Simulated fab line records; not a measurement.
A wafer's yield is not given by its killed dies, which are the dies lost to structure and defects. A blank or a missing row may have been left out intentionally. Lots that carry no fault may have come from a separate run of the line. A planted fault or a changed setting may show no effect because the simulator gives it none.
Which tool is to blame?    flow gf180mcu    at 1 step of a route of 602, 12 lots with 36 wafers sampled

== WHAT THE GAUGES READ, wafer by wafer ==
GF_M2_THK_MEAS_06: measures by xrf.
lot   measured      on             M2_ALCU_THK (nm)
L075  day 18 13:17  film-metro-01  451 439 450
L077  day 19 08:09  film-metro-01  455 447 448
L079  day 20 16:05  film-metro-04  451 454 452
L083  day 21 23:05  film-metro-04  452 455 443
L082  day 22 00:46  film-metro-01  448 447 439
L085  day 22 22:13  film-metro-04  454 455 452
L088  day 23 05:41  film-metro-04  439 442 449
L091  day 23 23:40  film-metro-04  443 443 443
L090  day 24 04:54  film-metro-01  447 444 453
L093  day 24 18:54  film-metro-01  457 449 457
L095  day 25 05:35  film-metro-04  443 438 447
L097  day 25 21:37  film-metro-04  444 451 444

== WHAT TOOL EACH LOT RAN ON (gives the tool, then ch and the chambers of the sampled wafers, and finally the start) ==
The record holds no process step before these readings.

== THE ANSWER, worked out from the rows above alone ==
Rule: what is usual is taken from the lots themselves. Put in order of their means at a reading, lots are off if they are a third of the lots or fewer, leave a main group of 4 or more, and stand apart from it by a gap of 3 or more times the standard deviation of the main group's means; of several such gaps the widest counts. A main group whose means are all the same, to the digits that the tables above print for the reading, isn't used. A lot without any number at a reading at which 4 lots or more have one is off too. Any other lot the step has rows for is counted as sound.
None of the lots is off at any reading shown; this tells nothing.

== WHAT HAD BEEN PUT IN BY THE SIMULATOR ==
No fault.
